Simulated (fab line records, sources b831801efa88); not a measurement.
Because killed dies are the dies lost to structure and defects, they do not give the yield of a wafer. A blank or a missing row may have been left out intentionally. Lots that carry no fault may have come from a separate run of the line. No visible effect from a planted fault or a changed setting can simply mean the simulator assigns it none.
Chamber matching :: flow sky130 :: SKY_LI_CONTACT_CMP_02 on cmp-02: 4 sister chambers
The step polishes PSG. 4 wafers are shown with their chamber, then 7 later ones without.

WAFERS, EACH WITH ITS CHAMBER
wafer: L793.3
chamber: 3
motor current A (A): 11.9

wafer: L793.5
chamber: 2
motor current A (A): 11.3

wafer: L795.5
chamber: 0
motor current A (A): 12.0

wafer: L798.5
chamber: 1
motor current A (A): 12.4

WAFERS WITHOUT THEIR CHAMBER
wafer: L798.6
motor current A (A): 12.1

wafer: L800.2
motor current A (A): 12.9

wafer: L800.4
motor current A (A): 12.2

wafer: L800.6
motor current A (A): 12.0

wafer: L801.2
motor current A (A): 12.9

wafer: L801.3
motor current A (A): 12.4

wafer: L801.4
motor current A (A): 12.6

CHAMBER TAKEN BY EACH
wafer: L798.6
from the rows above: can't be placed: 0 or 3 or 1
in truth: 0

wafer: L800.2
from the rows above: can't be placed: 1 or 0 or 3
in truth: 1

wafer: L800.4
from the rows above: can't be placed: 0 or 1 or 3
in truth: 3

wafer: L800.6
from the rows above: can't be placed: 0 or 3 or 1
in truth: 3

wafer: L801.2
from the rows above: can't be placed: 1 or 0 or 3
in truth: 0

wafer: L801.3
from the rows above: can't be placed: 1 or 0 or 3
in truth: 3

wafer: L801.4
from the rows above: can't be placed: 1 or 0 or 3
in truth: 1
Placed correctly: 0 of 7. Can't be placed from these rows: 7 (the true chamber is among the candidates in 7). Placed wrongly: 0.
How it was worked out, from the rows above alone: a wafer's distance from a chamber is the root of the sum, over the readings, of the square of ((its reading less the chamber's mean) divided by the reading's scatter). If the next closest chamber is less than 2 further off than the closest, the wafer can't be placed; otherwise it belongs to the closest. For every chamber, the mean is computed from those of its wafers that are shown. The scatter: root of mean squared gap, hidden wafer to nearest shown wafer, with one shown wafer a chamber.
